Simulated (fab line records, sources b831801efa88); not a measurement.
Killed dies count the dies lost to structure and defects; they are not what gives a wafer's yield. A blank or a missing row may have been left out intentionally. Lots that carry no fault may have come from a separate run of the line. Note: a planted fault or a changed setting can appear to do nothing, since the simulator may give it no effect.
Chamber matching / flow sky130 / SKY_LI_CONTACT_ETCH_15 on rie diel-04 has 4 sister chambers
The step etches PSG in C4F8/O2/Ar, stops on Si, target depth 600 nm. 14 wafers are shown with their chamber, then 7 later ones without.

WAFERS, EACH WITH ITS CHAMBER
wafer=L077.1; chamber=2; oes product au (a.u.)=0.841
wafer=L077.2; chamber=0; oes product au (a.u.)=0.836
wafer=L077.6; chamber=2; oes product au (a.u.)=0.835
wafer=L079.4; chamber=3; oes product au (a.u.)=0.840
wafer=L079.5; chamber=2; oes product au (a.u.)=0.839
wafer=L079.6; chamber=1; oes product au (a.u.)=0.832
wafer=L086.2; chamber=2; oes product au (a.u.)=0.832
wafer=L086.4; chamber=2; oes product au (a.u.)=0.836
wafer=L086.6; chamber=3; oes product au (a.u.)=0.842
wafer=L090.2; chamber=3; oes product au (a.u.)=0.837
wafer=L090.4; chamber=3; oes product au (a.u.)=0.835
wafer=L090.5; chamber=2; oes product au (a.u.)=0.830
wafer=L093.1; chamber=1; oes product au (a.u.)=0.838
wafer=L093.3; chamber=2; oes product au (a.u.)=0.827

SIGNATURES (averages over the wafers above)
reading=oes product au; chamber 0=0.83600; chamber 1=0.83500; chamber 2=0.83429; chamber 3=0.83850; scatter within a chamber=0.00441
Rule: for a wafer and a chamber, the distance is found by dividing, reading by reading, the gap between the wafer's reading and the chamber's mean by the reading's scatter, squaring, summing and taking the root. If the next closest chamber is less than 2 further off than the closest, the wafer can't be placed; otherwise it belongs to the closest. The scatter: the root of (the sum of the squares of (reading less its chamber's mean) over the shown wafers, divided by (wafers less chambers)).

WAFERS WITH NO CHAMBER GIVEN
wafer=L093.6; oes product au (a.u.)=0.830
wafer=L094.1; oes product au (a.u.)=0.840
wafer=L094.2; oes product au (a.u.)=0.836
wafer=L094.3; oes product au (a.u.)=0.836
wafer=L097.2; oes product au (a.u.)=0.836
wafer=L097.3; oes product au (a.u.)=0.832
wafer=L097.6; oes product au (a.u.)=0.849

CHAMBER TAKEN BY EACH
wafer=L093.6; from the rows above=can't be placed: 2 or 1 or 0 or 3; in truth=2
wafer=L094.1; from the rows above=can't be placed: 3 or 0 or 1 or 2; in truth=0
wafer=L094.2; from the rows above=can't be placed: 0 or 1 or 2 or 3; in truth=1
wafer=L094.3; from the rows above=can't be placed: 0 or 1 or 2 or 3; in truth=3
wafer=L097.2; from the rows above=can't be placed: 0 or 1 or 2 or 3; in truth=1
wafer=L097.3; from the rows above=can't be placed: 2 or 1 or 0 or 3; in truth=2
wafer=L097.6; from the rows above=can't be placed: 3 or 0 or 1 or 2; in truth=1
Placed correctly: 0 of 7. Cannot be placed on the basis of these rows: 7; the candidates contain the true chamber in 7. Number placed wrongly: 0.
